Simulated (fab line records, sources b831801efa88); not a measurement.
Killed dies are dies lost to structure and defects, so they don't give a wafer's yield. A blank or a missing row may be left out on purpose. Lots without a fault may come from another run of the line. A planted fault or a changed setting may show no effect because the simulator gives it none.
Which tool did it? | flow sky130 | 11 lots, 33 wafers sampled, at 5 steps of a route of 708

WHAT THE GAUGES READ, wafer by wafer
SKY_POLY_GATE_THK_MEAS_01. Usual: POLY_GATE_CVD_00_THK 180.1 nm, standard deviation 1.4.
lot  | measured     | on            | POLY_GATE_CVD_00_THK (nm) | flag
L543 | day 13 17:48 | film_metro-04 | 180.4 180.4 179.6         |
L544 | day 14 07:32 | film_metro-02 | 178.8 178.4 177.6         |
L545 | day 14 19:57 | film_metro-01 | 178.9 180.6 178.7         |
L546 | day 15 04:10 | film_metro-01 | 179.3 181.4 181.2         |
L547 | day 15 08:55 | film_metro-01 | 178.1 178.7 178.3         |
L554 | day 18 01:03 | film_metro-02 | 163.3 168.1 171.4         | OFF
L555 | day 18 10:10 | film_metro-02 | 169.6 167.6 157.8         | OFF
L563 | day 21 06:33 | film_metro-04 | 181.0 182.0 182.6         |
L564 | day 21 14:59 | film_metro-04 | 179.2 178.5 178.3         |
L565 | day 21 17:34 | film_metro-02 | 182.2 182.3 180.8         |
L566 | day 22 04:48 | film_metro-01 | 178.1 181.6 181.1         |

SKY_SD_N_TW_MEAS_12. Usual: SD_N_TW 4013, standard deviation 23.
lot  | measured     | on            | SD_N_TW        | flag
L543 | day 27 15:44 | film_metro-04 | 4032 3995 4011 |
L544 | day 28 04:05 | film_metro-02 | 4028 4029 4017 |
L545 | day 29 02:34 | film_metro-02 | 4019 3993 4025 |
L546 | day 29 05:19 | film_metro-02 | 4010 4037 4017 |
L547 | day 29 09:10 | film_metro-04 | 4023 4027 4044 |
L554 | day 31 20:42 | film_metro-01 | 3967 3958 3968 |
L555 | day 32 04:11 | film_metro-02 | 4005 3981 3994 |
L563 | day 34 16:14 | film_metro-02 | 4019 4009 4012 |
L564 | day 35 02:08 | film_metro-04 | 4047 4054 4020 |
L565 | day 35 02:47 | film_metro-04 | 4039 4036 4023 |
L566 | day 35 14:27 | film_metro-01 | 4027 4013 4024 |

SKY_SD_N_RS_MEAS_18: measures by four-point-probe. Usual: RES_XHIGH_RS 332.8 ohm/sq, standard deviation 1.1.
lot  | measured     | on            | RES_XHIGH_RS (ohm/sq) | flag
L543 | day 27 16:17 | film_metro-02 | 331.3 330.8 330.1     |
L544 | day 28 04:36 | film_metro-02 | 333.4 332.9 332.3     |
L545 | day 29 03:07 | film_metro-04 | 332.6 332.8 333.1     |
L546 | day 29 05:50 | film_metro-04 | 333.3 334.0 334.6     |
L547 | day 29 09:42 | film_metro-01 | 333.2 333.1 333.5     |
L554 | day 31 21:14 | film_metro-04 | 333.4 333.9 333.0     |
L555 | day 32 04:43 | film_metro-04 | 333.1 332.9 333.2     |
L563 | day 34 16:47 | film_metro-01 | 333.7 332.9 333.3     |
L564 | day 35 02:40 | film_metro-02 | 333.1 331.9 332.5     |
L565 | day 35 03:19 | film_metro-02 | 330.7 331.7 332.5     |
L566 | day 35 14:59 | film_metro-02 | 331.6 332.7 332.1     |

WHICH TOOL RAN EACH LOT (tool, then ch and the chambers of the sampled wafers, then the start)
lot  | SKY_POLY_GATE_CVD_00        | SKY_POLY_GATE_ETCH_17
L543 | lpcvd-01 ch 1, day 13 16:35 | rie_si-01 ch 0,1, day 16 01:20
L544 | lpcvd-01 ch 1, day 14 06:20 | rie_si-01 ch 0,1,3, day 16 15:31
L545 | lpcvd-01 ch 0, day 14 18:43 | rie_si-01 ch 1,2,3, day 17 07:24
L546 | lpcvd-01 ch 1, day 15 02:56 | rie_si-02 ch 0,2,3, day 17 15:34
L547 | lpcvd-01 ch 0, day 15 07:42 | rie_si-01 ch 1,2, day 17 20:13
L554 | lpcvd-01 ch 1, day 17 23:14 | rie_si-01 ch 0,1,2, day 20 18:19
L555 | lpcvd-01 ch 1, day 18 08:58 | rie_si-02 ch 0,1,2, day 21 02:41
L563 | lpcvd-01 ch 1, day 21 05:20 | rie_si-02 ch 2,3, day 23 20:40
L564 | lpcvd-01 ch 0, day 21 13:47 | rie_si-01 ch 0,1,3, day 24 04:55
L565 | lpcvd-01 ch 0, day 21 16:21 | rie_si-02 ch 1,3, day 24 06:22
L566 | lpcvd-01 ch 0, day 22 03:35 | rie_si-01 ch 0,1,2, day 24 17:47
- SKY_POLY_GATE_CVD_00: deposits poly-Si, target thk 180 nm, time 720 s.
- SKY_POLY_GATE_ETCH_17: etches poly-Si in HBr/Cl2, stops on SiO2, target depth 180 nm, time 70.5 s.

WHAT THE TOOLS THEMSELVES READ (means of the sampled wafers that have a number; where no wafer has one, the mark that the record gives instead)
SKY_POLY_GATE_CVD_00. Usual: spike_tc_centre_C 620.2 C, standard deviation 1.1; spike_tc_upper_C 619.7 C, standard deviation 1.1; zone_power_centre_pct 9.4 %, standard deviation 0.4; zone_power_lower_pct 9.19 %, standard deviation 0.28; zone_power_upper_pct 9.07 %, standard deviation 0.088.
lot  | tool     | spike_tc_centre_C (C) | spike_tc_upper_C (C) | zone_power_centre_pct (%) | zone_power_lower_pct (%) | zone_power_upper_pct (%) | flag
L543 | lpcvd-01 | 620.4                 | 621.3                | 8.8                       | 9.56                     | 9.10                     |
L544 | lpcvd-01 | 621.6                 | 620.7                | 8.9                       | 9.54                     | 9.14                     |
L545 | lpcvd-01 | 619.8                 | 619.9                | 9.7                       | 8.98                     | 9.04                     |
L546 | lpcvd-01 | 622.0                 | 619.7                | 8.9                       | 9.49                     | 9.09                     |
L547 | lpcvd-01 | 618.8                 | 620.3                | 9.6                       | 8.98                     | 9.07                     |
L554 | lpcvd-01 | 592.9                 | 624.2                | 4.4                       | 12.01                    | 11.48                    | OFF
L555 | lpcvd-01 | 593.6                 | 625.1                | 4.4                       | 12.11                    | 11.57                    | OFF
L563 | lpcvd-01 | 621.6                 | 620.7                | 8.8                       | 9.62                     | 9.03                     |
L564 | lpcvd-01 | 620.1                 | 619.8                | 9.6                       | 8.97                     | 9.15                     |
L565 | lpcvd-01 | 619.6                 | 619.5                | 9.6                       | 8.97                     | 8.91                     |
L566 | lpcvd-01 | 619.0                 | 619.0                | 9.7                       | 9.02                     | 9.07                     |

SKY_POLY_GATE_ETCH_17. Usual: drypump_motor_current_A 5.9 A, standard deviation 0.31; oes_product_au 0.986 a.u., standard deviation 0.0059; throttle_valve_pct 33.685 %, standard deviation 0.0088.
lot  | tool      | drypump_motor_current_A (A) | oes_product_au (a.u.) | throttle_valve_pct (%) | flag
L543 | rie_si-01 | 6.0                         | 0.990                 | 33.683                 |
L544 | rie_si-01 | 6.1                         | 0.976                 | 33.685                 |
L545 | rie_si-01 | 6.2                         | 0.981                 | 33.683                 |
L546 | rie_si-02 | 5.7                         | 0.984                 | 33.679                 |
L547 | rie_si-01 | 6.3                         | 0.983                 | 33.682                 |
L554 | rie_si-01 | 6.1                         | 0.948                 | 33.675                 | OFF
L555 | rie_si-02 | 5.7                         | 0.934                 | 33.687                 | OFF
L563 | rie_si-02 | 5.8                         | 0.989                 | 33.687                 |
L564 | rie_si-01 | 6.1                         | 0.984                 | 33.685                 |
L565 | rie_si-02 | 5.8                         | 0.986                 | 33.684                 |
L566 | rie_si-01 | 6.1                         | 0.989                 | 33.685                 |

THE ANSWER, worked out from the rows above alone
Rule: a lot is off if the mean of its wafers that have a number lies more than 3 standard deviations from the usual mean. A lot without any number at a reading at which 4 lots or more have one is off too. The other lots that the step has rows for count as sound. The gauges are gone through in route order, then the tools' own readings, and for those a lot's mean is taken as printed above. The first step at which some lot is off is used, and at that step the reading that is off furthest; a lot without a number counts as furthest.
Off: L554, L555, at SKY_POLY_GATE_THK_MEAS_01 (POLY_GATE_CVD_00_THK).
A tool fits if, at a process step before that reading, it ran every lot that is off, and no sound lot after the first of them. The gauges at SKY_POLY_GATE_THK_MEAS_01 aren't tried: what is off there is off at SKY_POLY_GATE_CVD_00 too, on other tools, and a gauge's error can't cause that. None of those tried fits.

WHAT THE SIMULATOR HAD PUT IN
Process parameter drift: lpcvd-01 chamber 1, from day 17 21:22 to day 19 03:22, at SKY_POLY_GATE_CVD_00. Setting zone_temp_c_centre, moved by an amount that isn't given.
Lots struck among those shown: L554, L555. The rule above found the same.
